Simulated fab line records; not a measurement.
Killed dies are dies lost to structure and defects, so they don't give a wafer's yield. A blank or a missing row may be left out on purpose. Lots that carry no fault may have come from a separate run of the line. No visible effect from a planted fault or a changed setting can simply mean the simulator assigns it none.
A lot that was struck, set against a sound lot / flow sfq-line / 14 steps out of a route of 325
Sound: the wafers L107.1, L107.3, L107.4. Wafers L113.2, L113.3, L113.4 were the ones struck. The cause is named last.
Per side, at each step with rows, come the tool, then ch with its chambers, and then its first start. Under that, the readings that differ: sound wafers / struck wafers / difference of the means / sigmas: that difference in standard deviations of wafers without a fault.
alike: same words and numbers on both sides, and readings whose means sit less than 2 such deviations apart. not compared: any withheld reading, any reading some wafer has no value for, any bound like >300 that may hide the same value, and any number with overlapping values for which the record gives no deviation.
Wherever a step has rows on one side only, a row that says differs or no value, or a row with sigmas, the two part there. Numbers that don't overlap but have no deviation are shown without sigmas and don't part them. Lack of a reading on every wafer of one side parts them only where that side has two or more wafers.

first, 2 steps without rows for these wafers: SFQ_TRILAYER_L0_VIA_STRIP_SOLV_CLEAN_018 (cleans in NMP, time 600 s); SFQ_TRILAYER_M0_DEP_PRE_CLEAN_020 (time 15 s).
SFQ_TRILAYER_M0_DEP_SPUTTER_019: material Nb, target thk 200 nm, time 133.3 s.
  sound: pvd-sputter-03 at day 5 03:50; struck: pvd-sputter-03 at day 6 13:32
  alike: throttle-valve-pct
SFQ_M0_RS_MEAS_904: the measuring method here is four-point-probe.
  sound: film-metro-03 at day 5 03:56; struck: film-metro-04 at day 6 13:39
  alike: M0_NB_RS
then, 6 steps without rows for these wafers: SFQ_TRILAYER_M0_LITHO_COAT_026 (resist thk 62 nm); SFQ_TRILAYER_M0_LITHO_COAT_021 (resist thk 600 nm); SFQ_TRILAYER_M0_LITHO_SOFTBAKE_025; SFQ_TRILAYER_M0_LITHO_EXPOSE_022 (exposes mask M0, target cd 500 nm); SFQ_TRILAYER_M0_LITHO_PEB_024 (peb time 60 s); SFQ_TRILAYER_M0_LITHO_DEVELOP_023 (time 60 s).
SFQ_M0_OVL_MEAS_906:
  sound: overlay-01 at day 6 16:13; struck: overlay-01 at day 8 00:37
  alike: M0_OVL
SFQ_TRILAYER_M0_BARC_OPEN_METAL_ETCH_031: etches BARC in O2, target depth 125 nm, time 41.7 s.
  sound on rie-metal-03 ch 0,1, day 6 16:15; struck on rie-metal-04 ch 0,1, day 8 00:39
reading=oes-product-au (a.u.); sound=0.680 0.682 0.684; struck=0.821 0.806 0.825; difference=+0.135; sigmas=+28
reading=run-length-s (s); sound=69.5 69.4 69.4; struck=60.4 60.7 60.4; difference=-8.9; sigmas=-21
reading=time-s (s); sound=41.7 41.7 41.7; struck=29.19 29.19 29.19; difference=-12.51; sigmas=
reading=model.KrF_of_TRILAYER_M0_LITHO_COAT_021.thk-nm (nm); sound=522.5 525.2 525.8; struck=537.2 537.4 538.9; difference=+13.3; sigmas=
  alike: bias-w, chamber-pressure-mTorr, drypump-motor-current-A, rf-fwd-power-W
  not compared: rf-hours-counter-h
SFQ_TRILAYER_M0_ETCH_METAL_ETCH_024: etches Nb in Cl2/Ar, stops on SiO2, target depth 240 nm, time 120 s.
  sound on rie-metal-03 ch 0,1, day 6 16:19; struck on rie-metal-04 ch 0,1, day 8 00:43
reading=model.KrF_of_TRILAYER_M0_LITHO_COAT_021.thk-nm (nm); sound=381.8 385.7 385.9; struck=394.8 399.6 396.7; difference=+12.6; sigmas=
  alike: bias-w, chamber-pressure-mTorr, drypump-motor-current-A, oes-product-au, rf-fwd-power-W, run-length-s, time-s
  not compared: rf-hours-counter-h
SFQ_TRILAYER_M0_STRIP_STRIP_025: strips in O2.
  sound on rie-metal-03 ch 0,1, day 6 16:26; struck on rie-metal-04 ch 0,1, day 8 00:50
  alike: chamber-pressure-mTorr, drypump-motor-current-A, oes-product-au
  not compared: rf-hours-counter-h

## WHERE THEY PART
SFQ_TRILAYER_M0_BARC_OPEN_METAL_ETCH_031 only, going by this record. Later steps at which nothing parts them and some readings are alike: SFQ_TRILAYER_M0_ETCH_METAL_ETCH_024, SFQ_TRILAYER_M0_STRIP_STRIP_025.

WHY: what the simulator had put in
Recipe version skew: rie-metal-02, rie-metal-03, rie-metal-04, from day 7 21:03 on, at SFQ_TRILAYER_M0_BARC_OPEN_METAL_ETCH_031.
